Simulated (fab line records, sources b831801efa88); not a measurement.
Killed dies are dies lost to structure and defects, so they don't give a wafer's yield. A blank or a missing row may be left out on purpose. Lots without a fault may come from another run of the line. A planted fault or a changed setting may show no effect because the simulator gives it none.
Which tool did it? | flow sky130 | 12 lots, 34 wafers sampled, at 5 steps of a route of 708

WHAT THE GAUGES READ, wafer by wafer
The record holds no reading of a measuring or inspecting step that can be judged against a usual standard deviation.

WHICH TOOL RAN EACH LOT (tool, then ch and the chambers of the sampled wafers, then the start)
lot  | SKY_METAL1_DESCUM_17              | SKY_METAL1_METAL_ETCH_19          | SKY_VIA1_CMP_02               | SKY_VIA1_SOFTBAKE_08              | SKY_PAD_OPEN_PROBE_99
L726 | rie_metal-02 ch 0,1, day 32 16:20 | rie_metal-02 ch 0,1, day 32 16:26 | cmp-02 ch 0,1,3, day 32 17:17 | litho_track-03 ch 0, day 33 06:00 | -
L728 | rie_metal-04 ch 0,1, day 33 17:50 | rie_metal-04 ch 0,1, day 33 17:56 | cmp-01 ch 1,3, day 33 19:04   | litho_track-02 ch 0, day 34 08:00 | -
L729 | rie_metal-03 ch 0,1, day 33 21:38 | rie_metal-03 ch 0,1, day 33 21:44 | cmp-01 ch 0,1,2, day 33 22:38 | litho_track-02 ch 0, day 34 11:00 | -
L730 | rie_metal-03 ch 0,1, day 35 04:37 | rie_metal-03 ch 0,1, day 35 04:43 | cmp-02 ch 0,2,3, day 35 05:35 | litho_track-03 ch 0, day 35 18:00 | prober-01, day 47 14:57
L733 | rie_metal-04 ch 0,1, day 35 07:38 | rie_metal-04 ch 0,1, day 35 07:44 | cmp-02 ch 2,3, day 35 08:35   | litho_track-02 ch 0, day 35 21:00 | prober-02, day 47 17:25
L732 | rie_metal-02 ch 0,1, day 35 08:08 | rie_metal-02 ch 0,1, day 35 08:13 | cmp-01 ch 0,2, day 35 09:08   | litho_track-03 ch 0, day 35 22:00 | prober-01, day 47 19:01
L731 | rie_metal-03 ch 0,1, day 35 09:02 | rie_metal-03 ch 0,1, day 35 09:08 | cmp-02 ch 0,2,3, day 35 10:02 | litho_track-04 ch 0, day 35 23:00 | -
L735 | rie_metal-04 ch 0,1, day 35 16:56 | rie_metal-04 ch 0,1, day 35 17:03 | cmp-02 ch 0,1,2, day 35 18:02 | litho_track-03 ch 0, day 36 08:00 | -
L738 | rie_metal-03 ch 0,1, day 36 13:42 | rie_metal-03 ch 0,1, day 36 13:47 | cmp-02 ch 0,2, day 36 14:44   | litho_track-02 ch 0, day 37 04:00 | prober-02, day 48 16:37
L741 | rie_metal-04 ch 0,1, day 37 09:40 | rie_metal-04 ch 0,1, day 37 09:46 | cmp-02 ch 2,3, day 37 10:40   | litho_track-02 ch 0, day 37 23:00 | -
L742 | rie_metal-03 ch 0,1, day 37 22:33 | rie_metal-03 ch 0,1, day 37 22:41 | cmp-01 ch 0,3, day 37 23:41   | litho_track-02 ch 0, day 38 12:00 | -
L745 | rie_metal-02 ch 0, day 38 17:37   | rie_metal-02 ch 0, day 38 17:43   | cmp-02 ch 0, day 38 18:35     | litho_track-02 ch 0, day 39 07:00 | -
- SKY_METAL1_DESCUM_17: chemistry O2, time 8 s.
- SKY_METAL1_METAL_ETCH_19: etches the open film in Cl2/BCl3, stops on SiO2, target depth 360 nm, time 78 s.
- SKY_VIA1_CMP_02: polishes SiO2.
- SKY_VIA1_SOFTBAKE_08: time 90 s.
- SKY_PAD_OPEN_PROBE_99

WHAT THE TOOLS THEMSELVES READ (means of the sampled wafers that have a number; where no wafer has one, the mark that the record gives instead)
SKY_METAL1_DESCUM_17. Usual: drypump_motor_current_A 5.8 A, standard deviation 0.32; oes_product_au 1.004 a.u., standard deviation 0.0086; temp_c 40.00 C, standard deviation 0.1.
lot  | tool         | drypump_motor_current_A (A) | oes_product_au (a.u.) | temp_c (C) | flag
L726 | rie_metal-02 | 5.9                         | 1.006                 | 39.90      |
L728 | rie_metal-04 | 6.0                         | 1.007                 | 39.99      |
L729 | rie_metal-03 | 5.6                         | 1.008                 | 40.04      |
L730 | rie_metal-03 | 5.6                         | 1.010                 | 40.09      |
L733 | rie_metal-04 | 6.0                         | 1.004                 | 39.92      |
L732 | rie_metal-02 | 5.9                         | 0.997                 | 40.05      |
L731 | rie_metal-03 | 5.6                         | 1.008                 | 40.07      |
L735 | rie_metal-04 | 5.7                         | 0.995                 | 39.93      |
L738 | rie_metal-03 | 5.6                         | 1.000                 | 40.09      |
L741 | rie_metal-04 | 6.1                         | 1.008                 | 40.07      |
L742 | rie_metal-03 | 5.6                         | 0.990                 | 39.97      |
L745 | rie_metal-02 | 5.9                         | 1.011                 | 40.07      |

SKY_METAL1_METAL_ETCH_19. Usual: drypump_motor_current_A 5.8 A, standard deviation 0.32; oes_product_au 0.856 a.u., standard deviation 0.006; throttle_valve_pct 22.262 %, standard deviation 0.0094.
lot  | tool         | drypump_motor_current_A (A) | oes_product_au (a.u.) | throttle_valve_pct (%) | flag
L726 | rie_metal-02 | 5.9                         | 0.858                 | 22.257                 |
L728 | rie_metal-04 | 6.0                         | 0.848                 | 22.261                 |
L729 | rie_metal-03 | 5.6                         | 0.855                 | 22.260                 |
L730 | rie_metal-03 | 5.6                         | 0.858                 | 22.264                 |
L733 | rie_metal-04 | 6.0                         | 0.867                 | 22.263                 |
L732 | rie_metal-02 | 5.9                         | 0.858                 | 22.265                 |
L731 | rie_metal-03 | 5.6                         | 0.857                 | 22.264                 |
L735 | rie_metal-04 | 5.7                         | 0.860                 | 22.253                 |
L738 | rie_metal-03 | 5.6                         | 0.854                 | 22.259                 |
L741 | rie_metal-04 | 6.0                         | 0.851                 | 22.260                 |
L742 | rie_metal-03 | 5.6                         | 0.854                 | 22.251                 |
L745 | rie_metal-02 | 5.9                         | 0.857                 | 22.264                 |

SKY_VIA1_CMP_02. Usual: motor_current_A 12.2 A, standard deviation 0.79; slurry_flow_ml_min 150.0, standard deviation 0.39.
lot  | tool   | motor_current_A (A) | slurry_flow_ml_min | flag
L726 | cmp-02 | 12.5                | 150.0              |
L728 | cmp-01 | 11.2                | 150.0              |
L729 | cmp-01 | 12.4                | 150.0              |
L730 | cmp-02 | 12.2                | 150.2              |
L733 | cmp-02 | 11.9                | 149.6              |
L732 | cmp-01 | 12.9                | 149.9              |
L731 | cmp-02 | 12.5                | 150.0              |
L735 | cmp-02 | 12.3                | 150.1              |
L738 | cmp-02 | 12.5                | 150.0              |
L741 | cmp-02 | 12.3                | 150.0              |
L742 | cmp-01 | 11.3                | 150.3              |
L745 | cmp-02 | 12.7                | 149.3              |

SKY_VIA1_SOFTBAKE_08. Usual: heater_power_total_W 57.36 W, standard deviation 0.11; run_length_s 119.19 s, standard deviation 0.1.
lot  | tool           | heater_power_total_W (W) | run_length_s (s) | flag
L726 | litho_track-03 | 57.29                    | 119.14           |
L728 | litho_track-02 | 57.36                    | 119.26           |
L729 | litho_track-02 | 57.35                    | 119.30           |
L730 | litho_track-03 | 57.32                    | 119.18           |
L733 | litho_track-02 | 57.40                    | 119.27           |
L732 | litho_track-03 | 57.26                    | 119.20           |
L731 | litho_track-04 | 57.42                    | 119.16           |
L735 | litho_track-03 | 57.30                    | 119.13           |
L738 | litho_track-02 | 57.43                    | 119.23           |
L741 | litho_track-02 | 60.52                    | 106.20           | OFF
L742 | litho_track-02 | 59.72                    | 109.49           | OFF
L745 | litho_track-02 | 62.05                    | 99.82            | OFF

SKY_PAD_OPEN_PROBE_99. Usual: defect_limited_yield 82.2 %, standard deviation 1.9; killed_at_M0_to_M3 43, standard deviation 6.5; killed_at_M4_up 3.5, standard deviation 1.9; killed_at_contacts 24, standard deviation 5.4; killed_at_front_end 16, standard deviation 4.8; killed_at_other 0.4, standard deviation 0.64; killed_dies 87, standard deviation 9.4; killed_open 47, standard deviation 7; killed_short 40, standard deviation 6.3; sort_bin_3_pad_short 0.9 %, standard deviation 0.4; sort_bin_5_function 10.5 %, standard deviation 1.4; sort_bin_6_memory 6.3 %, standard deviation 1.1; sort_n_pass 405, standard deviation 9.4; sort_yield_pct 82.2 %, standard deviation 1.9.
lot  | tool      | defect_limited_yield (%) | killed_at_M0_to_M3 | killed_at_M4_up | killed_at_contacts | killed_at_front_end | killed_at_other | killed_dies | killed_open | killed_short | sort_bin_3_pad_short (%) | sort_bin_5_function (%) | sort_bin_6_memory (%) | sort_n_pass | sort_yield_pct (%) | flag
L730 | prober-01 | 83.2                     | 36                 | 3.3             | 26                 | 17                  | 0.7             | 82          | 45          | 37           | 0.7                      | 10.3                    | 5.8                   | 410         | 83.2               |
L733 | prober-02 | 83.3                     | 42                 | 4.3             | 17                 | 17                  | 1.7             | 82          | 44          | 38           | 0.8                      | 9.5                     | 6.4                   | 410         | 83.3               |
L732 | prober-01 | 83.4                     | 37                 | 2.7             | 24                 | 18                  | 0.0             | 82          | 45          | 35           | 0.5                      | 10.0                    | 6.0                   | 410         | 83.4               |
L738 | prober-02 | 85.0                     | 38                 | 4.0             | 20                 | 11                  | 1.0             | 74          | 44          | 29           | 0.6                      | 8.3                     | 6.1                   | 418         | 85.0               |

THE ANSWER, worked out from the rows above alone
Rule: a lot is off if the mean of its wafers that have a number lies more than 3 standard deviations from the usual mean. A lot without any number at a reading at which 4 lots or more have one is off too. The other lots that the step has rows for count as sound. The gauges are gone through in route order, then the tools' own readings, and for those a lot's mean is taken as printed above. The first step at which some lot is off is used, and at that step the reading that is off furthest; a lot without a number counts as furthest.
Off: L741, L742, L745, at SKY_VIA1_SOFTBAKE_08 (run_length_s).
A tool fits if, at that step or a process step before it, it ran every lot that is off, and no sound lot after the first of them. One fits: litho_track-02 at SKY_VIA1_SOFTBAKE_08. Its last sound lot is L738 (day 37 04:00), its first lot that is off L741 (day 37 23:00): a fault that began between those two fits.
The tool's own readings at SKY_VIA1_SOFTBAKE_08 bear it out: on the lots that are off they differ by more than 5 times the standard deviation of the sound lots' means. heater_power_total_W reads 60.76 W there against 57.35 W on the sound lots; run_length_s reads 105.17 s there against 119.21 s on the sound lots.

WHAT THE SIMULATOR HAD PUT IN
Process parameter drift: litho_track-02, from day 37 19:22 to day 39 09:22, at SKY_VIA1_SOFTBAKE_08. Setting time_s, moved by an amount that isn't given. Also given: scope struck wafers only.
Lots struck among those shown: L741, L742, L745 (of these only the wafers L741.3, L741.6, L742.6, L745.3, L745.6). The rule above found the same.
